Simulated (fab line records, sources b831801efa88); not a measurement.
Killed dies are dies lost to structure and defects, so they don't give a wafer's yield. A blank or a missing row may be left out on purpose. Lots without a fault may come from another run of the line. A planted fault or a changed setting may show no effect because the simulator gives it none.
Problem report in the 8D (eight disciplines) form, filled by code | flow sky130 | the parts of the form that need people (team, actions taken, sign-off) are left out

1. THE PROBLEM
cathode_dc_power_W at SKY_METAL5_SPUTTER_03 reads a mean of 2644.2 W on 1 wafer of 1 lot; wafers without a fault read 3000.1 W with a standard deviation of 0.55. That is -99 or more standard deviations from the usual mean.
The step: material Ti, target thk 5 nm, time 3.3 s.
First seen on wafer L436.6, day 48 07:24, on pvd_sputter-03. The record holds 36 wafers of 12 lots with a number at this step. Rule for "out", or "out of limits": more than 4 standard deviations from the usual mean. The other wafers with a number count as sound.

2. WHAT IT IS AND WHAT IT IS NOT
question                    | is                 | is not
which readings at this step | cathode_dc_power_W | throttle_valve_pct
which lots                  | L436               | L416, L417, L418, L422, L424, L425, L426, L428, L429, L430, L435
which wafers of those lots  | L436.6             | L436.3, L436.5
read on which tools         | pvd_sputter-03     | pvd_sputter-01, pvd_sputter-04
when                        | from day 48 07:24  | up to then (32 sound wafers); but 3 sound wafers of L435 came after

3. SUSPECTS, AND WHAT RULES EACH OUT
Counting: a tool at a process step up to the reading stays a suspect if it ran every lot that is out. Sound lots after the first of them don't rule it out here, since some wafers of a struck lot are sound.
- rie_diel-01 at SKY_VIA2_ETCH_15 (etches SiO2 in C4F8/O2/Ar, stops on TiN, target depth 546 nm, time 84 s): kept. It ran the lot that is out, L436 (day 42 14:20); its last sound lot up to then is L422 (day 38 01:53).
- pvd_sputter-02 at SKY_VIA2_SPUTTER_20 (material TiN, target thk 20 nm, time 80 s): kept. It ran the lot that is out, L436 (day 42 14:59); its last sound lot up to then is L430 (day 40 17:12).
- pvd_sputter-03 at SKY_METAL5_SPUTTER_03 (material Ti, target thk 5 nm, time 3.3 s): kept. It ran the lot that is out, L436 (day 48 07:24); its last sound lot up to then is L426 (day 45 13:28). Its own readings are out on those wafers: cathode_dc_power_W.
- Within rie_diel-01 at SKY_VIA2_ETCH_15: the wafers that are out ran in chamber 0; their sound lot-mates ran in chamber 1.
Left after counting: rie_diel-01 at SKY_VIA2_ETCH_15, pvd_sputter-02 at SKY_VIA2_SPUTTER_20, pvd_sputter-03 at SKY_METAL5_SPUTTER_03.

4. THE CAUSE (what the simulator had put in)
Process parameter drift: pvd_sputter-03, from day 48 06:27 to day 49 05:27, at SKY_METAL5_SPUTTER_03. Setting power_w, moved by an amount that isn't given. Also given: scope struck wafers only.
Counting left 3 suspects, and this tool is among them.

5. THE CHAIN OF EFFECTS, in route order
Each row: a reading whose mean over the struck wafers that have a number lies more than 3 standard deviations from the usual. Only readings for which the record gives a usual standard deviation are gone through. hours: the time from each lot's start at the first step in this table that gives one to its start at this step, as a median over the lots. sigmas: the change in usual standard deviations.
hours | step                  | reading            | usual    | on struck wafers | change | sigmas
0     | SKY_METAL5_SPUTTER_03 | cathode_dc_power_W | 3000.1 W | 2644.2           | -355.9 | -99 or more
The process steps in it:
- SKY_METAL5_SPUTTER_03: material Ti, target thk 5 nm, time 3.3 s.

6. WHAT WOULD HAVE CAUGHT IT SOONER
In this record the first reading out of limits was taken at day 48 07:24, 1 hour after the fault began at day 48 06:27.
